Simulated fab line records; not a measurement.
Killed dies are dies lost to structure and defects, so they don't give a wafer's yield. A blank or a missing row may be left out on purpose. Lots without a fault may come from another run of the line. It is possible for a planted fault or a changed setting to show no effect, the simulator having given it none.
8D (eight disciplines) problem report, filled in by code / flow sky130 / the parts of the form that need people (team, actions taken, sign-off) are left out

1. THE ISSUE
Wafers with no fault read 150.0 W with a standard deviation of 0.46, whereas bias-w at SKY_FIELD_ISO_ETCH_17 reads a mean of 164.1 W on 1 wafer of 1 lot. Measured from the usual mean, that is +31 standard deviations.
The step: etches Si in HBr/Cl2/O2, target depth 342 nm, time 97.7 s.
The first sign was on wafer L947.6 at day 6 14:19, on rie-si-02. The record holds 36 wafers of 12 lots with a number at this step. Rule for "out", or "out of limits": more than 4 standard deviations from the usual mean. The rest of the wafers with a number are treated as sound.

2. WHAT IT IS AND WHAT IT IS NOT
question=which readings at this step | is=bias-w | is not=drypump-motor-current-A, he-backside-leak-sccm, oes-product-au, throttle-valve-pct
question=which lots | is=L947 | is not=L928, L930, L931, L932, L933, L934, L935, L936, L937, L938, L949
question=which wafers of those lots | is=L947.6 | is not=L947.2, L947.5
question=read on which tools | is=rie-si-02 | is not=rie-si-01
question=when | is=from day 6 14:19 | is not=up to then (32 sound wafers); but 3 sound wafers of L949 came after

3. THE SUSPECTS, EACH WITH WHAT RULES IT OUT
Counting: any tool at a process step up to the reading remains a suspect provided it ran every lot that is out. Sound lots after the first of them don't rule it out here, since some wafers of a struck lot are sound.
- rie-si-02 at SKY_FIELD_ISO_ETCH_17 (etches Si in HBr/Cl2/O2, target depth 342 nm, time 97.7 s): kept. L947, the lot that is out, went through it at day 6 14:19; up to then, the latest sound lot through it was L937 at day 4 03:26. Its own readings are out on those wafers: bias-w.
- Within rie-si-02 at SKY_FIELD_ISO_ETCH_17: the wafers that are out ran in chamber 1; their sound lot-mates ran in chambers 0, 2.
Remaining after the count: rie-si-02 at SKY_FIELD_ISO_ETCH_17.

4. THE CAUSE (what the simulator had put in)
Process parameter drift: rie-si-02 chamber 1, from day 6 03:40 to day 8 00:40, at SKY_FIELD_ISO_ETCH_17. Setting bias-w, moved by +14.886, from 150. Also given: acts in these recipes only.
After counting, this tool was the only one left.

5. THE EFFECT CHAIN, in route order
Rows list readings where the struck wafers' mean (over those with a number) sits beyond 3 standard deviations from the usual. Scope: only readings with a usual standard deviation given in the record; hours: median across lots of the time from each lot's start at the first step in this table that gives one to its start at this step; sigmas: change in usual standard deviations.
hours=0; step=SKY_FIELD_ISO_ETCH_17; reading=bias-w; usual=150.0 W; on struck wafers=164.1; change=+14.1; sigmas=+31
Here are the process steps it includes:
- SKY_FIELD_ISO_ETCH_17: etches Si in HBr/Cl2/O2, target depth 342 nm, time 97.7 s.

6. WHAT WOULD HAVE CAUGHT IT SOONER
The fault began at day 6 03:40; the first out-of-limits reading in this record came at day 6 14:19, 11 hours later.
